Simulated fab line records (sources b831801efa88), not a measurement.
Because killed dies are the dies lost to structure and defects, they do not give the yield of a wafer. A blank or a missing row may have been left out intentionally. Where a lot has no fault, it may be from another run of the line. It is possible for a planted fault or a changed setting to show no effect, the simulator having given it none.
Lot-split experiment	flow sky130	27 wafers read from 5 lots, route of 708 steps

== ON THE SPLIT ==
At SKY_PASSIVATION_DEVELOP_10 (develop time 60 s), the setting developTimeS was moved away from the recipe's 60 s on 9 of the 27 wafers read, by -25.1% to +28.4%. All remaining wafers had this setting at the recipe value.

Split to reading: the file shows no intervening step.

== THE READING ==
PASSIVATION.cdNm (the simulator's own value, which no gauge read), in nm, at SKY_PASSIVATION_ETCH_11 (etches the open film in CF4/O2, stops on AlCu, target depth 725 nm, time 161.1 s). The file gives no usual value for it. The 18 wafers here that ran the recipe average 2993 nm, standard deviation 8 nm.

wafer	tool, chamber at the split	developTimeS as run, s	against the recipe	PASSIVATION.cdNm, nm	against lot-mates on the recipe
L077.1	lithoTrack-02, 0	44.94	-25.1%	2943	-42
L077.2	lithoTrack-02, 0	44.94	-25.1%	2948	-37
L077.3	lithoTrack-02, 0	60	recipe	2987	-
L077.4	lithoTrack-02, 0	44.94	-25.1%	2937	-48
L077.5	lithoTrack-02, 0	60	recipe	2979	-
L077.6	lithoTrack-02, 0	60	recipe	2988	-
L078.1	lithoTrack-02, 0	60	recipe	2989	-
L078.2	lithoTrack-02, 0	60	recipe	2995	-
L078.3	lithoTrack-02, 0	60	recipe	2988	-
L078.4	lithoTrack-02, 0	60	recipe	2981	-
L078.5	lithoTrack-02, 0	60	recipe	2985	-
L078.6	lithoTrack-02, 0	60	recipe	2994	-
L079.1	lithoTrack-04, 0	72.94	+21.6%	3025	+23
L079.2	lithoTrack-04, 0	72.94	+21.6%	3026	+24
L079.3	lithoTrack-04, 0	60	recipe	3001	-
L079.4	lithoTrack-04, 0	60	recipe	3002	-
L079.5	lithoTrack-04, 0	60	recipe	3003	-
L079.6	lithoTrack-04, 0	72.94	+21.6%	3028	+26
L080.1	lithoTrack-04, 0	60	recipe	3004	-
L080.2	lithoTrack-04, 0	77.05	+28.4%	3041	+37
L080.3	lithoTrack-04, 0	77.05	+28.4%	3031	+27
L080.4	lithoTrack-04, 0	77.05	+28.4%	3037	+33
L080.5	lithoTrack-04, 0	60	recipe	3006	-
L080.6	lithoTrack-04, 0	60	recipe	3001	-
L084.1	lithoTrack-02, 0	60	recipe	2991	-
L084.4	lithoTrack-02, 0	60	recipe	2992	-
L084.5	lithoTrack-02, 0	60	recipe	2987	-

FIT RESULTS
A straight line over all 27 wafers: PASSIVATION.cdNm changes by +1.71 nm for each +1% of developTimeS; r = +0.96; the points scatter about the line by 7.6 nm.
The same after taking each lot's own level away (the mean of its wafers on the recipe; 27 wafers): +1.34 nm for each +1%; r = +0.97; scatter 4.8 nm.
Per that fit: largest developTimeS move, reading shift of 38 nm.
The span of the lots' own levels, 2984.7 to 3003.7 nm, comes to 2.4 times the standard deviation stated above.
Hence the slope depends on the lot-to-lot level, as the two fits are not the same.
Check: with one of the wafers moved furthest among these (+28.4%) left out of the fit, the line predicts +35.9 nm for it against its lot-mates. It came out at +37.3 nm against them.

== ADDITIONAL SPLITS CARRIED BY THESE WAFERS ==
Note: prior to the reading, these wafers also went through further splits. Each is held against what the fit with the lots' levels taken away leaves over:
other split on the same wafers	wafers away from the commonest value	r with PASSIVATION.cdNm (lot level and that fit taken away)
SKY_VIA4_HDPCVD_00 timeS	9	-0.22

== FILE'S OWN FIT ==
PASSIVATION.cdNm changes by +1.32 nm for each +1% of developTimeS, r = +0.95.
